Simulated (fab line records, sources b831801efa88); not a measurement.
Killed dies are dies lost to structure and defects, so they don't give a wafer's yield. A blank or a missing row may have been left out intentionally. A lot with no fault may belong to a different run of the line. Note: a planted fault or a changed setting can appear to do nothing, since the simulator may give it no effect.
The same fault as seen by 2 desks | flow sky130 | only its own numbers are on each desk; what lay behind them is given at the end

## FOR THE TOOL OWNER'S DESK: lithoTrack-03
At SKY_VT_ADJUST_HVTP_SOFTBAKE_03 (time 60 s), the tool's own readings, given per lot that ran on this tool as the mean of the sampled wafers with a number. If a lot's mean is further than 4 standard deviations from the usual mean, the lot is out of limits and carries the mark OUT (the distance appears in the brackets).
Columns: A = chillPlateTempC at SKY_VT_ADJUST_HVTP_SOFTBAKE_03, usual 23.01 C; B = heaterPowerTotalW at SKY_VT_ADJUST_HVTP_SOFTBAKE_03, usual 56.60 W; C = plateTempC at SKY_VT_ADJUST_HVTP_SOFTBAKE_03, usual 90.04 C
lot  | first seen here | A     | B               | C
L833 | day 6 09:46     | 22.99 | 56.59           | 90.04
L838 | day 7 18:00     | 23.07 | 54.87 (-38) OUT | 88.06 (-14) OUT
L841 | day 8 11:33     | 22.95 | 54.83 (-39) OUT | 87.90 (-15) OUT
This desk's verdict: out of limits on L838, L841, starting with L838 at day 7 18:00 (heaterPowerTotalW at SKY_VT_ADJUST_HVTP_SOFTBAKE_03). L833: within limits.

## THE METROLOGY DESK
Means of the sampled wafers that have a number, per lot and without regard to the tool the lot ran on: this is what the gauges read. If a lot's mean is further than 4 standard deviations from the usual mean, the lot is out of limits and carries the mark OUT (the distance appears in the brackets).
Columns: A = NWELL_01_OVL at SKY_NWELL_OVL_MEAS_23, usual 0.6 nm; B = NWELL_2_TW at SKY_NWELL_TW_MEAS_26, usual 495; C = NWELL_RS at SKY_NWELL_RS_MEAS_29, usual 622.4 ohm/sq; D = PWDE_RS at SKY_NWELL_RS_MEAS_31, usual 5270 ohm/sq; E = cdNm at SKY_VT_ADJUST_HVTP_CD_MEAS_07, usual 379.7 nm
lot  | first seen here | A    | B   | C     | D    | E
L833 | day 6 00:07     | -1.7 | 485 | 621.4 | 5275 | 382.9
L835 | day 6 12:56     | -1.6 | 494 | 623.0 | 5279 | 381.5
L838 | day 7 07:47     | 1.6  | 505 | 620.0 | 5256 | 376.5
L841 | day 8 00:55     | -0.5 | 493 | 622.9 | 5254 | 379.4
L843 | day 8 12:03     | 0.1  | 492 | 622.8 | 5279 | 380.2
L846 | day 9 09:03     | 0.4  | 498 | 622.7 | 5266 | 381.1
This desk found nothing out of limits on any of the 6 lots.

## TAKEN TOGETHER
On L838, L841, at day 7 18:00, an alarm was possible from the tool owner's desk.
The metrology desk saw nothing out of limits.
The metrology desk holds a record of L838, L841, inside its limits.
Every lot named ran SKY_VT_ADJUST_HVTP_SOFTBAKE_03 on lithoTrack-03.

## WHAT THE SIMULATOR PUT IN
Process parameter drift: lithoTrack-03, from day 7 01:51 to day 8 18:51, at SKY_VT_ADJUST_HVTP_SOFTBAKE_03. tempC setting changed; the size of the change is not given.
Struck lots among those shown: L838, L841.
How many hours passed from the start of the fault until each desk's first out-of-limits reading: the tool owner's desk, 16.
